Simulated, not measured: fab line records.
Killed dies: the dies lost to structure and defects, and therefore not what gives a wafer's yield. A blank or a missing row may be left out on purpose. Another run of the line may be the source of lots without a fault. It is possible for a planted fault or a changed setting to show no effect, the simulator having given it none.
Struck lot and sound lot, side by side || flow gf180mcu || 14 steps out of a route of 602
Sound: wafers L279.1, L279.2, L279.5. Wafers L274.1, L274.3, L274.5 were the ones struck. The cause is named last.
For every step that has rows: the tool of each side, followed by ch and its chambers, followed by its first start. Under that, the readings that differ: sound wafers || struck wafers || difference of the means || sigmas: that difference in standard deviations of wafers without a fault.
alike: readings with means less than 2 such deviations apart, plus words and numbers identical on both sides. not compared: withheld readings, readings lacking a value on some wafer, bounds such as >300 that could conceal the same value, and numbers that have no deviation in the record and whose values overlap.
A row with sigmas, a row that says differs or no value, or rows on one side alone: a step with any of these is where the two part. Non-overlapping numbers with no deviation appear without sigmas and do not part them. A reading missing from all wafers of one side parts the sides only when that side holds two or more wafers.

GF_M4_SPUTTER_01: material TiN, target thk 30 nm, time 25 s.
  struck on pvd sputter-01, day 26 13:29; sound on pvd sputter-03, day 27 16:46
  alike: throttle valve pct
GF_M4_SPUTTER_02: material AlCu, target thk 450 nm, time 23.9 s.
  struck on pvd sputter-01, day 26 13:31; sound on pvd sputter-03, day 27 16:48
  alike: throttle valve pct
GF_M4_SPUTTER_03: material Ti, target thk 10 nm, time 6.7 s.
  struck on pvd sputter-01, day 26 13:32; sound on pvd sputter-03, day 27 16:50
  alike: throttle valve pct
GF_M4_SPUTTER_04: material TiN, target thk 50 nm, time 41.7 s.
  struck on pvd sputter-01, day 26 13:34; sound on pvd sputter-03, day 27 16:51
  alike: throttle valve pct
GF_M4_RS_MEAS_05: the measuring method here is four-point-probe.
  struck on film metro-02, day 26 13:36; sound on film metro-01, day 27 16:53
  alike: M4_ALCU_RS
GF_M4_THK_MEAS_06: measures by xrf.
  struck on film metro-02, day 26 13:43; sound on film metro-01, day 27 17:01
  alike: M4_ALCU_THK
then, 6 steps without rows for these wafers: GF_M4_DEHYDRATE_07 (time 60 s); GF_M4_HMDS_08 (prime time 60 s); GF_M4_COAT_09 (resist thk 1000 nm); GF_M4_SOFTBAKE_10 (time 60 s); GF_M4_EXPOSE_11 (exposes mask Metal4, target cd 280 nm); GF_M4_PEB_12 (peb time 90 s).
GF_M4_DEVELOP_13: develop time 60 s.
  sound on litho track-02 ch 0, day 28 12:20; struck on litho track-02, day 27 10:23
  no value came back on the struck wafers for chill plate temp C (C), develop time s (s); on the sound wafers chill plate temp C (C) reads 22.78 22.82 22.91
{"reading": "model.KrF_of_M4_COAT_09.thk nm (nm)", "sound": "988.8 989.5 990.9", "struck": "1001 1003 1003", "difference": "+13", "sigmas": ""}
GF_M4_CD_MEAS_14: target cd 280 nm.
  struck on cd sem-02, day 27 10:32; sound on cd sem-02, day 28 12:29
{"reading": "cd nm (nm)", "sound": "279.9 278.8 279.1", "struck": "- - -", "difference": "no value on the struck wafers", "sigmas": ""}

== WHERE THEY PART ==
Last at GF_M4_CD_MEAS_14 as far as this record goes, first at GF_M4_DEVELOP_13.

WHY: what the simulator had put in
At GF_M4_DEVELOP_13, the step was skipped entirely on litho track-02 from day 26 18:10 on. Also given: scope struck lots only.
